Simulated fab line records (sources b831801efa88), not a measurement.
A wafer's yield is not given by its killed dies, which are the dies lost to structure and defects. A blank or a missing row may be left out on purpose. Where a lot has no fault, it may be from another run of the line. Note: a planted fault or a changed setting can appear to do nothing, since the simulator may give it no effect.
fab line records    flow sky130
record: lots: 6  wafers: 18  last-day: 50
route steps=708 shown LOCAL_INTERCONNECT@388
lots untouched by any fault: they come from a run of this same line in which no faults occurred
start-h: the number of hours between the record's first day and the start of the first shown wafer of the lot    wait-h: time in hours since the lot's previous step    " as in the row above    L1.1+2: one row covering several wafers at once    - no value, or no start was given    * or withheld: withheld    < > ~ a bound
route shown NAME@n: names a module that has steps shown in the file, with the first one's number in the route    usual: the fault-free wafers' mean and standard deviation    same: alike in all rows    chamber/n: place in a boat    sites: per-site readings    _std_site: their standard deviation    _edge_site: inner sites' mean taken away from outer sites' mean    radius-mm: for every site, how far away it sits from the centre of the wafer    mask NAME#n: copy n    behind: tool/chamber where the wafer was last shaped    hold: cause of the lot's hold/its duration in hours/its outcome    device: the transistor (n, p or np) that didn't switch    end of line: at the end of the route, the tests of the same wafers    where a step has no rows: the recipe by itself    killed: at the first sort, the dies lost to defects and structure; wafer yield is something else    map: a wafer's dies, marking killed ones x, the rest . and places with no die _
set.NAME: the setting as run; set.NAME@STEP: as run at that earlier step    model.NAME: the simulator's own value behind a step, which no gauge read
lots at selected steps of the route; one table per step, one row per wafer
services: a tool's chamber out of use, with start hour (start-h, from the record's first day; less than 0 if before it), hours out, and reason
== steps ==
step: SKY_LOCAL_INTERCONNECT_RS_MEAS_01
recipe: thk-meas-gauge: four-point-probe  reads: TiN_of_LOCAL_INTERCONNECT_SPUTTER_00
usual: LOCAL_INTERCONNECT_TIN_RS: 14.11/0.11
lot.wafer  tool           chamber  start-h  wait-h  LOCAL_INTERCONNECT_TIN_RS[ohm/sq]
L934.2     film-metro-04  -        706.90   0.1     14.06
L934.4     "              -        "        "       14.02
L934.6     "              -        "        "       13.94
L937.1     film-metro-04  -        728.93   0.0     14.11
L937.2     "              -        "        "       14.20
L937.6     "              -        "        "       14.13
L940.1     film-metro-02  -        752.18   0.0     14.13
L940.2     "              -        "        "       13.99
L940.4     "              -        "        "       14.12
L941.3     film-metro-02  -        759.75   0.1     14.06
L941.4     "              -        "        "       14.14
L941.5     "              -        "        "       14.16
L947.2     film-metro-04  -        806.70   0.1     14.00
L947.4     "              -        "        "       14.06
L947.5     "              -        "        "       13.94
L954.1     film-metro-04  -        854.44   0.0     14.17
L954.2     "              -        "        "       14.17
L954.6     "              -        "        "       14.13
step: SKY_LOCAL_INTERCONNECT_THK_MEAS_02
recipe: thk-meas-gauge: xrf  reads: TiN_of_LOCAL_INTERCONNECT_SPUTTER_00
usual: LOCAL_INTERCONNECT_TIN_THK: 99.4/0.82
lot.wafer  tool           chamber  start-h  wait-h  LOCAL_INTERCONNECT_TIN_THK[nm]
L934.2     film-metro-04  -        707.01   0.1     99.9
L934.4     "              -        "        "       100.2
L934.6     "              -        "        "       100.8
L937.1     film-metro-04  -        729.05   0.1     98.9
L937.2     "              -        "        "       99.0
L937.6     "              -        "        "       98.9
L940.1     film-metro-02  -        752.30   0.1     98.8
L940.2     "              -        "        "       99.7
L940.4     "              -        "        "       99.1
L941.3     film-metro-02  -        759.85   0.1     99.5
L941.4     "              -        "        "       98.5
L941.5     "              -        "        "       98.9
L947.2     film-metro-04  -        806.81   0.1     100.6
L947.4     "              -        "        "       100.0
L947.5     "              -        "        "       100.8
L954.1     film-metro-04  -        854.56   0.1     99.5
L954.2     "              -        "        "       99.5
L954.6     "              -        "        "       99.3
step: SKY_LOCAL_INTERCONNECT_DEHYDRATE_03
recipe: temp-c: 200  time-s: 60
step: SKY_LOCAL_INTERCONNECT_HMDS_04
recipe: prime-time-s: 60  prime-temp-c: 120
step: SKY_LOCAL_INTERCONNECT_COAT_05
recipe: resist: BARC  temp-c: withheld  time-s: withheld  spin-rpm: 3000  resist-thk-nm: 60
step: SKY_LOCAL_INTERCONNECT_COAT_06
recipe: resist: KrF-thick  spin-rpm: 3000  resist-thk-nm: 450
step: SKY_LOCAL_INTERCONNECT_SOFTBAKE_07
recipe: temp-c: 100  time-s: 90  resist: KrF-thick
step: SKY_LOCAL_INTERCONNECT_EXPOSE_08
recipe: mask-id: LI1M  na: 0.8  source-shape: annular  sigma-inner: 0.55  sigma-outer: 0.85  target-cd-nm: 170  dose-mj: 28
step: SKY_LOCAL_INTERCONNECT_PEB_09
recipe: peb-temp-c: withheld  peb-time-s: withheld  resist: KrF-thick
step: SKY_LOCAL_INTERCONNECT_DEVELOP_10
recipe: develop-time-s: 60  resist: KrF-thick  dev-temp-c: 21
step: SKY_LOCAL_INTERCONNECT_CD_MEAS_11
recipe: target-cd-nm: 170
usual: cd-nm: 170.7/1.6
lot.wafer  tool       chamber  start-h  wait-h  cd-nm
L934.2     cd-sem-02  -        734.62   -       167.4
L934.4     "          -        "        "       167.8
L934.6     "          -        "        "       168.1
L937.1     cd-sem-02  -        755.22   -       170.3
L937.2     "          -        "        "       169.1
L937.6     "          -        "        "       169.1
L940.1     cd-sem-01  -        779.37   -       171.2
L940.2     "          -        "        "       170.9
L940.4     "          -        "        "       170.4
L941.3     cd-sem-02  -        787.06   -       170.0
L941.4     "          -        "        "       170.7
L941.5     "          -        "        "       170.0
L947.2     cd-sem-01  -        831.87   -       171.7
L947.4     "          -        "        "       171.2
L947.5     "          -        "        "       170.1
L954.1     cd-sem-02  -        880.15   -       173.3
L954.2     "          -        "        "       173.2
L954.6     "          -        "        "       173.7
step: SKY_LOCAL_INTERCONNECT_OVL_MEAS_12
usual: LOCAL_INTERCONNECT_OVL: 3/5
lot.wafer  tool        chamber  start-h  wait-h  LOCAL_INTERCONNECT_OVL[nm]
L934.2     overlay-01  -        734.72   0.1     -2
L934.4     "           -        "        "       -1
L934.6     "           -        "        "       -1
L937.1     overlay-02  -        755.34   0.1     6
L937.2     "           -        "        "       2
L937.6     "           -        "        "       5
L940.1     overlay-02  -        779.49   0.1     7
L940.2     "           -        "        "       4
L940.4     "           -        "        "       5
L941.3     overlay-02  -        787.15   0.1     -3
L941.4     "           -        "        "       -6
L941.5     "           -        "        "       -1
L947.2     overlay-02  -        831.97   0.1     -3
L947.4     "           -        "        "       0
L947.5     "           -        "        "       7
L954.1     overlay-02  -        880.27   0.1     4
L954.2     "           -        "        "       9
L954.6     "           -        "        "       8
step: SKY_LOCAL_INTERCONNECT_ETCH_13
recipe: chemistry: N2/H2  target: BARC  ion-energy-ev: 200  bias-w: 100  pressure-mtorr: 30  n2-flow-sccm: 100  h2-flow-sccm: 200  icp-w: 500  stop-on: SiO2  time-s: 45.9  target-depth-a: 600
usual: chamber-pressure-mTorr: 30.000/0.025  drypump-motor-current-A: 5.4/0.34  he-backside-leak-sccm: 3.39/0.18  oes-product-au: 0.855/0.0044  throttle-valve-pct: 13.226/0.0083
lot.wafer  tool          chamber  start-h  wait-h  chamber-pressure-mTorr  drypump-motor-current-A  he-backside-leak-sccm  oes-product-au  rf-hours-counter-h  throttle-valve-pct  model.SiO2_of_SONOS_ONO_CVD_04.thk-nm
L934.2     rie-metal-04  1        734.75   0.0     30.019                  5.7                      3.29                   0.858           12                  13.223              4.207
L934.4     "             0        "        "       30.040                  4.9                      3.34                   0.855           -                   13.215              4.152
L934.6     "             1        "        "       30.001                  5.7                      3.28                   0.855           -                   13.242              4.145
L937.1     rie-metal-01  0        755.38   0.0     30.057                  5.8                      3.62                   0.857           8                   13.233              4.293
L937.2     "             1        "        "       23.999                  5.3                      3.45                   0.856           5                   13.233              4.107
L937.6     "             0        "        "       30.007                  5.8                      3.66                   0.855           -                   13.228              4.348
L940.1     rie-metal-01  0        779.53   0.0     29.982                  5.8                      3.70                   0.854           9                   13.235              4.251
L940.2     "             1        "        "       23.985                  5.3                      3.37                   0.857           5                   13.225              4.143
L940.4     "             0        "        "       30.004                  5.8                      3.68                   0.859           -                   13.211              4.262
L941.3     rie-metal-02  0        787.20   0.0     29.994                  5.1                      3.19                   0.861           -                   13.235              4.17
L941.4     "             1        "        "       30.022                  5.4                      3.56                   0.863           -                   13.232              4.139
L941.5     "             1        "        "       29.989                  5.5                      3.15                   0.849           -                   13.225              4.165
L947.2     rie-metal-02  0        832.00   0.0     30.024                  5.1                      3.21                   0.857           8                   13.237              4.24
L947.4     "             1        "        "       30.001                  5.4                      3.21                   0.859           -                   13.223              4.24
L947.5     "             0        "        "       30.040                  5.1                      3.23                   0.854           -                   13.219              4.226
L954.1     rie-metal-01  1        880.30   0.0     29.979                  5.3                      3.45                   0.853           9                   13.229              4.214
L954.2     "             0        "        "       30.000                  5.8                      3.73                   0.852           13                  13.215              4.196
L954.6     "             1        "        "       30.032                  5.3                      3.42                   0.854           -                   13.219              4.22
step: SKY_LOCAL_INTERCONNECT_METAL_ETCH_14
recipe: target-depth-nm: 110  stop-on: PSG  chemistry: Cl2/BCl3  target: TiN  resist-sidewall-deg: 88  pressure-mtorr: 10  icp-w: 900  bias-w: 48.5  Cl2_flow_sccm: 60  bcl3-flow-sccm: 30  time-s: 31.4
usual: chamber-pressure-mTorr: 10.001/0.0084  drypump-motor-current-A: 5.4/0.34  he-backside-leak-sccm: 3.41/0.28  oes-product-au: 0.943/0.0058  throttle-valve-pct: 21.901/0.0098
lot.wafer  tool          chamber  start-h  wait-h  chamber-pressure-mTorr  drypump-motor-current-A  he-backside-leak-sccm  oes-product-au  rf-hours-counter-h  throttle-valve-pct
L934.2     rie-metal-04  1        734.81   0.0     10.005                  5.7                      3.26                   0.947           12                  21.899
L934.4     "             0        "        "       9.999                   4.9                      3.10                   0.953           -                   21.891
L934.6     "             1        "        "       10.009                  5.7                      3.35                   0.949           -                   21.883
L937.1     rie-metal-01  0        755.44   0.0     10.002                  5.8                      3.53                   0.946           9                   21.899
L937.2     "             1        "        "       9.994                   5.3                      3.40                   0.943           5                   21.896
L937.6     "             0        "        "       10.002                  5.8                      3.51                   0.944           -                   21.897
L940.1     rie-metal-01  0        779.59   0.0     10.028                  5.8                      3.32                   0.942           9                   21.895
L940.2     "             1        "        "       10.007                  5.3                      3.44                   0.948           5                   21.909
L940.4     "             0        "        "       10.009                  5.8                      3.39                   0.950           -                   21.899
L941.3     rie-metal-02  0        787.26   0.0     9.997                   5.1                      3.24                   0.943           -                   21.884
L941.4     "             1        "        "       10.004                  5.5                      3.63                   0.938           -                   21.894
L941.5     "             1        "        "       9.996                   5.4                      3.34                   0.943           -                   21.924
L947.2     rie-metal-02  0        832.07   0.0     10.002                  5.1                      3.38                   0.941           8                   21.894
L947.4     "             1        "        "       10.005                  5.5                      3.26                   0.935           -                   21.911
L947.5     "             0        "        "       10.006                  5.1                      3.21                   0.961           -                   21.890
L954.1     rie-metal-01  1        880.37   0.0     10.000                  5.3                      3.34                   0.943           9                   21.905
L954.2     "             0        "        "       10.011                  5.8                      3.63                   0.941           13                  21.897
L954.6     "             1        "        "       10.008                  5.3                      3.44                   0.944           -                   21.909
== services ==
tool          chamber  start-h  hours  kind
rie-metal-04  1        752.75   1.6    repair
rie-metal-02  -        778.30   1.4    pm
rie-metal-04  -        806.43   2.0    repair
rie-metal-01  -        814.98   1.4    pm
rie-metal-04  -        825.33   2.8    pm
rie-metal-02  0        844.25   1.1    repair
rie-metal-04  1        856.17   5.0    repair
rie-metal-01  -        874.49   0.3    repair
== key ==
first-sign: step: SKY_LOCAL_INTERCONNECT_ETCH_13  reading: chamber-pressure-mTorr  direction: down  sigmas: 99+  usual: 30.000  struck: 23.992
effect none on later readings
model-effect: step: SKY_LOCAL_INTERCONNECT_ETCH_13  value: SiO2_of_SONOS_ONO_CVD_04.thk-nm  without: 4.191  struck: 4.125
met-at SKY_LOCAL_INTERCONNECT_ETCH_13
struck-wafers L937.2,L940.2
tester-left-out L937,L940
loop-trim: step: SKY_LOCAL_INTERCONNECT_EXPOSE_08  setting: dose  lots: L940
fault: kind: process-parameter-drift  tool: rie-metal-01  chamber: 1  onset-h: 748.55  steps: SKY_LOCAL_INTERCONNECT_ETCH_13  channel: pressure-mtorr  offset: -6  shape: step  end-h: 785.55  acts-in: these-recipes-only  stated: 30
tester-left-out: of these lots the tester's yield and bins aren't shown, on N5 and GAA mostly nor the transistor test; their killed dies are dies lost to structure and defects alone, not to doping, threshold or leakage, so they don't give the yield
loop-trim: a control loop set the setting to another value than it would have without faults
